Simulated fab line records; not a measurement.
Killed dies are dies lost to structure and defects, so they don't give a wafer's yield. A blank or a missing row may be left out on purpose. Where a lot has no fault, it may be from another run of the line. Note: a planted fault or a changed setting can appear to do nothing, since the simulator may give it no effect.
fab line records | flow sky130
[record] lots = 12 wafers = 36 last-day = 50
route steps=708 shown GATE_OXIDE@203 METAL2@483 VIA2@509 PAD_OPEN@708
lots untouched by any fault: they come from a run of this same line in which no faults occurred
start-h: hours from the record's opening day to when the first of the lot's shown wafers began | wait-h: hours elapsed since this lot's preceding step | " as in the row above | L1.1+2: one row covering several wafers at once | - no value, or no start given | * or withheld: withheld | < > ~ a bound
route shown NAME@n: names a module that has steps shown in the file, with the first one's number in the route | usual: mean and standard deviation over wafers with no fault | same: alike in all rows | chamber/n: place in a boat | sites: each site's reading | _std_site: the standard deviation of these | _edge_site: the outer-site mean with the inner-site mean subtracted | radius-mm: how far each site lies from the wafer's centre | mask NAME#n: copy n | behind: the tool/chamber that last shaped the wafer | hold: reason for holding the lot/hours on hold/outcome of the hold | device: whichever transistor did not switch (one of n, p or np) | end of line: the tests these same wafers got at the end of their route | where a step has no rows: the recipe by itself | killed: dies that structure and defects cost at the first sort, which is not the same as the wafer's yield | map: dies across one wafer; x = killed, . = not, _ = none there
set.NAME: the setting that was run; set.NAME@STEP: the one run at that earlier step | model.NAME: the simulator's own value behind a step, which no gauge read
one table for each step of the route and one row for each wafer, over a sample of lots
services: the hour from which a tool's chamber was out of use, counted from the record's first day as start-h (under 0 if before that day), plus the number of hours and why
[[steps]]
[step SKY_GATE_OXIDE_OXIDATION_16]
[recipe] temp-c = 800 ambient = O2 idle-temp-c = 700 ramp-up-c-per-min = 10 ramp-down-c-per-min = 3 stabilise-s = 600 purge-s = 300 target-thk-a = 35.7 ox-time-s = 1915
[usual] ramp-down-c-per-min = 3.0000/0.00055 ramp-up-c-per-min = 9.9997/0.0017 spike-tc-bottom-C = 816.1/1.3 spike-tc-centre-C = 800.6/1 spike-tc-lower-C = 800.2/0.97 spike-tc-top-C = 813.4/1.2 spike-tc-upper-C = 800.0/1 tube-center-temp-C = 800/0.071 tube_center_temp_C_max = 802.03/0.29
[same] stabilise-s = 600
// columns lot.wafer tool chamber start-h wait-h ramp-down-c-per-min ramp-up-c-per-min spike-tc-bottom-C spike-tc-centre-C spike-tc-lower-C spike-tc-top-C spike-tc-upper-C tube-center-temp-C tube_center_temp_C_max
L485.2 furnace-02 0 306.63 0.2 2.9997 9.9999 816.9 799.9 801.1 811.8 799.1 800.05 802.45
L485.4 " 0 " " 3.0006 9.9984 816.9 801.2 799.6 811.9 800.8 799.99 802.00
L485.6 " 0 " " 3.0010 10.000 817.5 800.0 800.4 812.7 799.9 800 802.20
L486.1 furnace-02 0 318.99 3.2 2.9997 9.9976 815.8 799.8 800.3 813.3 800.4 800.03 801.83
L486.2 " 0 " " 2.9996 9.9979 815.4 800.1 800.5 812.8 799.1 799.98 801.87
L486.5 " 0 " " 3.0000 9.9992 815.0 801.7 799.6 813.3 800.6 800.04 801.65
L487.3 furnace-01 0 329.57 0.0 3.0009 9.9977 814.3 800.1 799.7 815.3 801.1 800.08 801.70
L487.4 " 0 " " 3.0007 9.9991 815.3 800.2 799.8 815.2 799.2 800.05 801.76
L487.6 " 0 " " 3.0001 10.001 814.7 801.2 800.3 814.9 801.2 800.01 801.75
L488.2 furnace-02 0 338.07 1.3 3.0007 10.003 818.0 801.0 799.8 814.5 800.0 800.02 801.88
L488.3 " 0 " " 2.9991 10.001 815.0 800.7 801.6 813.8 798.8 799.97 801.70
L488.6 " 0 " " 3.0001 10.000 817.7 799.5 799.5 811.7 800.4 800.04 801.92
L490.1 furnace-02 0 350.63 0.0 2.9994 9.9993 818.2 800.1 801.5 812.4 799.9 799.96 801.80
L490.2 " 0 " " 2.9994 9.9958 817.0 799.5 802.0 814.3 800.9 799.93 802.02
L490.3 " 0 " " 3.0007 9.9989 816.7 800.5 799.7 810.7 799.4 800.03 802.37
L491.3 furnace-02 0 363.86 0.1 3.0000 9.9984 817.9 801.5 801.1 812.1 799.4 799.97 802.11
L491.4 " 0 " " 3.0006 9.9967 817.9 799.2 799.9 812.8 798.5 799.99 802.03
L491.5 " 0 " " 3.0009 9.9980 817.1 802.1 802.4 812.7 801.3 800.03 802.37
L494.1 furnace-01 0 405.95 3.4 3.0002 9.9990 813.9 798.7 800.4 814.3 799.5 799.94 802.16
L494.4 " 0 " " 3.0006 10.001 815.4 801.0 799.8 816.3 799.2 799.81 802.21
L494.5 " 0 " " 3.0001 9.9988 817.4 800.4 798.6 815.3 801.3 799.97 802.11
L500.4 furnace-02 0 441.53 0.0 2.9996 9.9973 821.3 805.4 806.0 818.5 804.5 805.06 806.54
L500.5 " 0 " " 2.9990 9.9960 823.1 805.3 804.7 817.9 805.8 804.96 806.73
L500.6 " 0 " " 2.9998 10.004 821.2 807.4 805.4 817.9 803.1 804.93 807.12
L501.1 furnace-01 0 448.53 0.0 2.9997 9.9993 815.5 800.2 799.1 814.5 798.8 799.9 802.01
L501.3 " 0 " " 2.9999 10.001 814.5 800.7 798.0 813.8 800.5 800.02 802.17
L501.4 " 0 " " 2.9996 10.001 815.9 802.0 798.7 812.9 799.4 799.94 801.87
L503.2 furnace-02 0 456.53 0.0 2.9996 9.9986 822.6 805.6 804.7 817.1 805.0 804.98 806.70
L503.3 " 0 " " 3.0001 9.9997 822.3 804.8 805.0 817.3 806.4 805.02 807.06
L503.5 " 0 " " 2.9999 9.9999 822.2 805.8 805.6 817.9 804.6 804.84 806.48
L507.2 furnace-01 0 496.59 2.9 2.9994 9.9987 813.8 799.2 799.2 816.0 800.7 800.01 802.21
L507.4 " 0 " " 3.0004 10.001 815.6 800.9 798.0 813.4 801.3 799.96 802.04
L507.5 " 0 " " 3.0003 10.002 814.5 800.0 798.5 814.2 799.1 800.04 802.56
L508.1 furnace-02 0 526.16 0.1 2.9999 10.003 815.7 799.5 799.3 812.6 801.4 800.02 802.04
L508.3 " 0 " " 3.0007 9.9987 814.3 800.8 801.6 811.4 800.1 800.05 801.72
L508.4 " 0 " " 3.0010 9.9996 817.2 799.9 799.7 815.2 799.7 800.07 801.77
[step SKY_METAL2_SPUTTER_00]
[recipe] material = Ti target-thk-nm = 15 power-w = 3000 time-s = 10 chamber-pressure-pa = 0.4
[usual] throttle-valve-pct = 30.2/0.86
[same] time-s = 10
// columns lot.wafer tool chamber start-h wait-h throttle-valve-pct
L485.2 pvd-sputter-03 - 791.11 0.2 30.8
L485.4 " - " " 29.4
L485.6 " - " " 30.8
L486.1 pvd-sputter-03 - 800.84 0.1 30.6
L486.2 " - " " 29.4
L486.5 " - " " 30.8
L487.3 pvd-sputter-03 - 809.78 0.1 30.1
L487.4 " - " " 31.5
L487.6 " - " " 30.0
L488.2 pvd-sputter-03 - 824.03 0.1 31.6
L488.3 " - " " 29.9
L488.6 " - " " 31.6
L490.1 pvd-sputter-04 - 834.60 0.2 29.0
L490.2 " - " " 30.2
L490.3 " - " " 30.3
L491.3 pvd-sputter-01 - 848.06 0.2 32.4
L491.4 " - " " 29.9
L491.5 " - " " 32.7
L494.1 pvd-sputter-01 - 897.51 0.2 32.2
L494.4 " - " " 28.2
L494.5 " - " " 29.8
L500.4 pvd-sputter-03 - 911.36 0.2 29.3
L500.5 " - " " 30.5
L500.6 " - " " 30.1
L501.1 pvd-sputter-04 - 918.26 0.2 29.0
L501.3 " - " " 29.8
L501.4 " - " " 30.1
L503.2 pvd-sputter-04 - 927.34 0.2 30.2
L503.3 " - " " 28.7
L503.5 " - " " 30.3
L507.2 pvd-sputter-03 - 957.86 0.1 29.3
L507.4 " - " " 30.4
L507.5 " - " " 30.1
L508.1 pvd-sputter-03 - 977.57 0.2 30.4
L508.3 " - " " 29.4
L508.4 " - " " 31.3
[step SKY_METAL2_RS_MEAS_05]
[recipe] thk-meas-gauge = four-point-probe reads = TiN_of_METAL2_SPUTTER_04+Ti_of_METAL2_SPUTTER_03+AlCu_of_METAL2_SPUTTER_02+TiN_of_METAL2_SPUTTER_01+Ti_of_METAL2_SPUTTER_00
[usual] METAL2_ALCU_RS = 0.1271/0.0014
// columns lot.wafer tool chamber start-h wait-h METAL2_ALCU_RS[ohm/sq]
L485.2 film-metro-04 - 791.26 0.0 0.1294
L485.4 " - " " 0.1295
L485.6 " - " " 0.1305
L486.1 film-metro-01 - 800.98 0.0 0.1278
L486.2 " - " " 0.1280
L486.5 " - " " 0.1282
L487.3 film-metro-01 - 809.96 0.1 0.1294
L487.4 " - " " 0.1288
L487.6 " - " " 0.1302
L488.2 film-metro-03 - 824.19 0.0 0.1288
L488.3 " - " " 0.1288
L488.6 " - " " 0.1294
L490.1 film-metro-03 - 834.74 0.0 0.1272
L490.2 " - " " 0.1274
L490.3 " - " " 0.1276
L491.3 film-metro-01 - 848.24 0.1 0.1268
L491.4 " - " " 0.1270
L491.5 " - " " 0.1266
L494.1 film-metro-01 - 897.65 0.0 0.1255
L494.4 " - " " 0.1257
L494.5 " - " " 0.1254
L500.4 film-metro-03 - 911.56 0.1 0.1259
L500.5 " - " " 0.1262
L500.6 " - " " 0.1264
L501.1 film-metro-03 - 918.40 0.0 0.1242
L501.3 " - " " 0.1249
L501.4 " - " " 0.1247
L503.2 film-metro-04 - 927.50 0.0 0.1254
L503.3 " - " " 0.1263
L503.5 " - " " 0.1251
L507.2 film-metro-04 - 958.02 0.0 0.1263
L507.4 " - " " 0.1271
L507.5 " - " " 0.1279
L508.1 film-metro-03 - 977.71 0.0 0.1270
L508.3 " - " " 0.1265
L508.4 " - " " 0.1269
[step SKY_VIA2_CMP_02]
[recipe] material = SiO2 down-force-psi = 4 platen-rpm = 60 pad-velocity-m-s = 0.94248
[usual] motor-current-A = 12.0/1.1
// columns lot.wafer tool chamber start-h wait-h motor-current-A
L485.2 cmp-02 0 819.24 0.0 13.7
L485.4 " 1 " " 10.6
L485.6 " 0 " " 13.3
L486.1 cmp-02 0 828.91 0.1 13.0
L486.2 " 3 " " 13.6
L486.5 " 1 " " 10.2
L487.3 cmp-02 3 837.66 0.1 13.3
L487.4 " 1 " " 10.1
L487.6 " 2 " " 10.7
L488.2 cmp-01 3 851.33 0.1 11.4
L488.3 " 0 " " 11.7
L488.6 " 2 " " 11.7
L490.3 cmp-02 1 861.48 0.0 10.1
L490.2 " 2 " " 11.1
L490.1 " 3 " " 13.1
L491.4 cmp-02 1 875.84 0.0 10.4
L491.3 " 0 " " 13.9
L491.5 " 2 " " 11.3
L494.4 cmp-01 0 924.62 0.0 11.5
L494.1 " 3 " " 11.4
L494.5 " 0 " " 11.9
L500.4 cmp-02 1 937.33 0.0 10.1
L500.6 " 1 " " 10.2
L500.5 " 2 " " 11.6
L501.1 cmp-01 0 944.89 0.1 11.3
L501.3 " 2 " " 12.5
L501.4 " 3 " " 11.0
L503.3 cmp-01 2 953.74 0.1 11.7
L503.2 " 0 " " 11.8
L503.5 " 1 " " 13.1
L507.4 cmp-02 1 982.90 0.3 10.8
L507.2 " 2 " " 11.5
L507.5 " 0 " " 13.3
L508.1 cmp-01 0 1002.86 0.1 11.5
L508.3 " 1 " " 12.6
L508.4 " 3 " " 11.4
[step SKY_PAD_OPEN_PROBE_99]
[usual] killed_at_M0_to_M3 = 43/6.5 killed_at_M4_up = 3/1.7 killed-at-contacts = 25/5.1 killed-at-front-end = 15/3.8 killed-at-other = 0.2/0.45 killed-dies = 86/8.8 killed-open = 47/6.7 killed-short = 39/6
[same] gross-dies = 492 killed-at-back-side = 0
// columns lot.wafer tool chamber start-h wait-h killed_at_M0_to_M3 killed_at_M4_up killed-at-contacts killed-at-front-end killed-at-other killed-dies killed-open killed-short
L494.1 prober-02 - 1155.16 0.1 40 3 37 13 0 93 53 40
L494.4 prober-02 - 1155.31 0.2 42 1 25 16 0 84 54 30
L494.5 prober-02 - 1155.36 0.2 45 5 23 18 1 92 48 44
L503.2 prober-01 - 1177.12 0.1 43 1 23 14 0 81 53 28
L503.3 prober-01 - 1177.17 0.2 35 2 30 15 0 82 43 39
L503.5 prober-01 - 1177.27 0.2 41 5 23 17 0 86 49 37
// killed by level:class
L494.1 LI_CONTACT:geometric-particle:open=11 CONTACT:geometric-particle:open=10 VIA1:geometric-particle:open=10 VIA3:geometric-particle:open=8 LI_CONTACT:geometric-particle:short=6 VIA2:geometric-particle:open=6 METAL1:geometric-particle:short=6 LOCAL_INTERCONNECT:geometric-particle:short=5
L494.4 VIA1:geometric-particle:open=14 VIA2:geometric-particle:open=8 CONTACT:geometric-particle:open=7 VIA3:geometric-particle:open=6 FIELD_ISO:geometric-particle:open=5 LI_CONTACT:geometric-particle:open=5 POLY_GATE:geometric-particle:short=4 LOCAL_INTERCONNECT:geometric-particle:open=4
L494.5 CONTACT:geometric-particle:open=10 METAL1:geometric-particle:short=8 METAL2:geometric-particle:short=8 VIA3:geometric-particle:open=7 LI_CONTACT:geometric-particle:open=6 VIA1:geometric-particle:open=6 VIA2:geometric-particle:open=5 SPACER:geometric-particle:short=5
L503.2 CONTACT:geometric-particle:open=10 VIA1:geometric-particle:open=9 VIA3:geometric-particle:open=7 POLY_GATE:geometric-particle:open=6 VIA2:geometric-particle:open=6 METAL1:geometric-particle:open=5 LI_CONTACT:geometric-particle:open=4 LOCAL_INTERCONNECT:geometric-particle:short=4
L503.3 CONTACT:geometric-particle:open=12 VIA1:geometric-particle:open=9 LI_CONTACT:geometric-particle:open=8 POLY_GATE:geometric-particle:short=5 METAL1:geometric-particle:short=5 VIA2:geometric-particle:open=5 LI_CONTACT:geometric-particle:short=4 METAL2:geometric-particle:short=4
L503.5 CONTACT:geometric-particle:open=10 VIA1:geometric-particle:open=10 LI_CONTACT:geometric-particle:open=8 METAL2:geometric-particle:short=7 POLY_GATE:geometric-particle:open=7 METAL1:geometric-particle:short=5 VIA1:geometric-particle:short=5 VIA3:geometric-particle:short=5
[[services]]
// columns tool chamber start-h hours kind
cmp-02 - 310.49 1.0 repair
cmp-02 - 387.13 1.3 repair
cmp-02 - 409.13 4.7 pm
cmp-02 - 417.85 3.5 repair
cmp-02 - 514.58 7.7 pm
furnace-02 - 540.68 2.4 pm
pvd-sputter-03 - 555.46 11.3 repair
cmp-02 - 572.00 4.0 pm
furnace-02 - 585.59 16.0 repair
furnace-02 - 601.57 2.4 pm
cmp-02 - 625.26 8.2 repair
cmp-02 - 631.19 0.4 repair
pvd-sputter-03 - 689.98 3.4 repair
cmp-02 - 757.73 29.8 repair
cmp-02 - 758.33 2.1 repair
furnace-02 - 761.58 3.4 pm
cmp-02 - 761.70 1.3 repair
pvd-sputter-03 - 763.15 3.3 repair
furnace-02 - 790.07 2.3 pm
cmp-02 - 798.86 5.2 pm
furnace-02 - 822.68 3.3 pm
furnace-02 - 903.21 8.1 pm
furnace-02 - 925.74 4.1 pm
furnace-02 - 992.91 18.6 pm
[[key]]
[first-sign] step = SKY_GATE_OXIDE_OXIDATION_16 reading = tube-center-temp-C direction = up sigmas = 62 usual = * struck = *
[effect] step = SKY_GATE_OXIDE_OXIDATION_16 reading = tube_center_temp_C_max direction = up sigmas = 16 usual = * struck = *
met-at SKY_GATE_OXIDE_OXIDATION_16
struck-lots L500,L503
tester-left-out L500,L503
not-acting-at SKY_METAL2_SPUTTER_00,SKY_METAL2_RS_MEAS_05,SKY_VIA2_CMP_02
onset-between 363.86 441.53
[fault] kind = process-parameter-drift tool = furnace-02 chamber = - onset-h = 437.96 steps = SKY_GATE_OXIDE_OXIDATION_16 channel = temp-c offset = * shape = step end-h = 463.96 acts-in = * stated = *
// tester-left-out: of these lots the tester's yield and bins aren't shown, on N5 and GAA mostly nor the transistor test; their killed dies are dies lost to structure and defects alone, not to doping, threshold or leakage, so they don't give the yield
